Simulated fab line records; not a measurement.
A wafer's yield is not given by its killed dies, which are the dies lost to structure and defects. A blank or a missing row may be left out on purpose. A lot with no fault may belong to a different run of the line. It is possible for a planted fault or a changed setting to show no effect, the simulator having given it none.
Problem report, 8D (eight disciplines) form, completed by code :: flow gf180mcu :: the parts of the form that need people (team, actions taken, sign-off) are left out

1. WHAT IS WRONG
V4_CVD_02_THK at GF_V4_THK_MEAS_03 reads a mean of 1459 nm on 1 wafer of 1 lot; wafers without a fault read 848 nm with a standard deviation of 12. That puts it +51 standard deviations away from the usual mean.
Earliest sighting: wafer L123.1 on filmMetro-02 at day 28 09:30. The record holds 35 wafers of 12 lots with a number at this step. The rule behind "out" and "out of limits": a value lying over 4 standard deviations away from the usual mean. Any other wafer with a number is counted as sound.

2. WHAT IT IS AND WHAT IT IS NOT
question: which readings at this step
is: V4_CVD_02_THK
is not: -

question: which lots
is: L123
is not: L108, L109, L111, L112, L113, L114, L115, L116, L118, L119, L120

question: which wafers of those lots
is: L123.1
is not: L123.4

question: read on which gauges
is: filmMetro-02
is not: filmMetro-01, filmMetro-04

question: when
is: from day 28 09:30
is not: up to then (34 sound wafers)

3. WHAT RULES OUT EACH SUSPECT
Counting: a tool at a process step up to the reading stays a suspect if it ran every lot that is out. Sound lots after the first of them don't rule it out here, since some wafers of a struck lot are sound.
- the gauge at GF_V4_THK_MEAS_03 is ruled out. All the wafers that are out were read on filmMetro-02, but those of them that GF_V4_CMP_04 has rows for are out there too, on other tools.
- pvdSputter-02 at GF_M4_SPUTTER_03 (material Ti, target thk 10 nm, time 6.7 s): kept. L123, the lot that is out, went through it at day 27 12:41; up to then, the latest sound lot through it was L120 at day 26 13:32.
- pecvd-03 at GF_V4_CVD_02 (deposits SiO2 from TEOS, target thk 850 nm, time 94.851 s): kept. L123, the lot that is out, went through it at day 28 09:26; up to then, the latest sound lot through it was L120 at day 27 10:41.
- Within pecvd-03 at GF_V4_CVD_02, the wafers that are out were processed in chamber 1 and their sound lot-mates in chamber 2.
After counting, pvdSputter-02 at GF_M4_SPUTTER_03 and pecvd-03 at GF_V4_CVD_02 remain.

4. THE CAUSE (what the simulator had put in)
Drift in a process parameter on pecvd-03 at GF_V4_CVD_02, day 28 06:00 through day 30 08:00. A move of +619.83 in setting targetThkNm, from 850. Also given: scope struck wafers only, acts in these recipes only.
After counting, 2 suspects remain, this tool included.

5. THE EFFECT CHAIN, in route order
One row per reading whose mean, taken over the struck wafers that have a number, lies over 3 standard deviations from the usual. Only readings for which the record gives a usual standard deviation are gone through. hours: the time from each lot's start at the first step in this table that gives one to its start at this step, as a median over the lots. sigmas: the change in usual standard deviations.
hours: 0
step: GF_V4_THK_MEAS_03
reading: V4_CVD_02_THK
usual: 848 nm
on struck wafers: 1459
change: +611
sigmas: +51

hours: 0
step: GF_V4_CMP_04
reading: timeToEndpointS
usual: 80 s
on struck wafers: 310
change: +230
sigmas: +43
Here are the process steps it includes:
- GF_V4_CMP_04: polishes SiO2.

6. WHAT WOULD HAVE CAUGHT IT SOONER
Counted from the fault's start at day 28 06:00, it took 4 hours until the first out-of-limits reading at a measuring or inspecting step in this record, taken at day 28 09:30.
Tool readings at GF_V4_CVD_02 with a usual standard deviation given in the record: none out on any struck wafer, hence no alarm at a limit of 4 standard deviations on them.
By day 28 09:30, every lot that is out (1) had started GF_V4_CVD_02 on pecvd-03. Holding the tool at that point would not have protected any of them.
